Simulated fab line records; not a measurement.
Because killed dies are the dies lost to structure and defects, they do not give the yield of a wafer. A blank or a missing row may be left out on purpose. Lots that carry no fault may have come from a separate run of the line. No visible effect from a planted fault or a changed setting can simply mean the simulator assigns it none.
Comparing a struck lot with a sound one / flow gf180mcu / 22 steps out of a route of 602
Sound: the wafers L510.2, L510.3, L510.4. Wafers L513.2, L513.3, L513.5 were the ones struck. At the end, the cause is stated.
Each step with rows lists, per side, the tool, then ch with its chambers, then its first start. Under that, the readings that differ: sound wafers / struck wafers / difference of the means / sigmas: that difference in standard deviations of wafers without a fault.
alike: same words and numbers on both sides, and readings whose means sit less than 2 such deviations apart. not compared: any withheld reading, any reading some wafer has no value for, any bound like >300 that may hide the same value, and any number with overlapping values for which the record gives no deviation.
Wherever a step has rows on one side only, a row that says differs or no value, or a row with sigmas, the two part there. Numbers that have no deviation but don't overlap get no sigmas and don't part them. A reading that every wafer of one side lacks parts them only if that side has two wafers or more.

first, 5 steps without rows for these wafers: GF_MVPSD_COAT_02 (resist thk 3000 nm); GF_MVPSD_SOFTBAKE_03; GF_MVPSD_EXPOSE_04 (exposes mask MVPSD, target cd 1000 nm); GF_MVPSD_PEB_05; GF_MVPSD_DEVELOP_06 (develop time 60 s).
GF_MVPSD_OVL_MEAS_07:
  sound on overlay-01, day 5 22:57; struck on overlay-01, day 6 18:45
  alike: MVPSD_OVL
then, 2 steps without rows for these wafers: GF_MVPSD_IMPLANT_08; GF_MVPSD_IMPLANT_09.
GF_MVPSD_STRIP_10: strips in O2/N2.
  sound on plasma-asher-03 ch 0,1, day 5 23:17; struck on plasma-asher-03 ch 0,1, day 6 19:05
  alike: drypump-motor-current-A, heater-power-w, oes-product-au, strip-time-to-endpoint-s
  not compared: rf-hours-counter-h
GF_MVPSD_TW_MEAS_11:
  sound on film-metro-04, day 5 23:23; struck on film-metro-02, day 6 19:11
  alike: MVPSD_TW
then, 2 steps without rows for these wafers: GF_VT_IMPLANT_DEHYDRATE_00 (time 60 s); GF_VT_IMPLANT_HMDS_01 (prime time 60 s).
GF_VT_IMPLANT_COAT_02: resist thk 1000 nm.
  sound on litho-track-04 ch 0, day 6 06:58; struck on litho-track-04 ch 0, day 7 02:18
reading=model.NOVOLAK_of_VT_IMPLANT_COAT_02.thk-nm (nm); sound=1002 1000 1001; struck=948.1 947.9 948.6; difference=-52.8; sigmas=
then, 3 steps without rows for these wafers: GF_VT_IMPLANT_SOFTBAKE_03 (time 60 s); GF_VT_IMPLANT_EXPOSE_04 (exposes mask LVPWELL LV AREA, target cd 600 nm); GF_VT_IMPLANT_PEB_05.
GF_VT_IMPLANT_DEVELOP_06: develop time 60 s.
  sound on litho-track-04 ch 0, day 6 14:22; struck on litho-track-04 ch 0, day 7 10:00
reading=model.NOVOLAK_of_VT_IMPLANT_COAT_02.thk-nm (nm); sound=1001 999.9 1001; struck=947.7 947.5 948.2; difference=-52.8; sigmas=
GF_VT_IMPLANT_OVL_MEAS_07:
  sound on overlay-01, day 6 14:29; struck on overlay-01, day 7 10:08
  alike: VT_IMPLANT_OVL
then, 1 step without rows for these wafers: GF_VT_IMPLANT_IMPLANT_08.
GF_VT_IMPLANT_STRIP_09: strips in O2/N2.
  sound on plasma-asher-02 ch 0,1, day 6 14:40; struck on plasma-asher-01 ch 0,1, day 7 10:19
reading=strip-time-to-endpoint-s (s); sound=12.63 12.62 12.65; struck=12.03 12.03 12.03; difference=-0.60; sigmas=-17
  alike: drypump-motor-current-A, heater-power-w, oes-product-au
  not compared: rf-hours-counter-h
GF_VT_IMPLANT_TW_MEAS_10:
  sound on film-metro-03, day 6 14:47; struck on film-metro-04, day 7 10:26
reading=VT_IMPLANT_TW; sound=566 565 569; struck=551 555 551; difference=-14; sigmas=-3
GF_PASSIVATION_PROBE_99:
  the record has rows for the sound wafers here (prober-01, day 30 07:12) and none for the struck ones

WHERE THEY PART
First at GF_VT_IMPLANT_STRIP_09; last, within this record, at GF_PASSIVATION_PROBE_99.

WHY: the cause the simulator had injected
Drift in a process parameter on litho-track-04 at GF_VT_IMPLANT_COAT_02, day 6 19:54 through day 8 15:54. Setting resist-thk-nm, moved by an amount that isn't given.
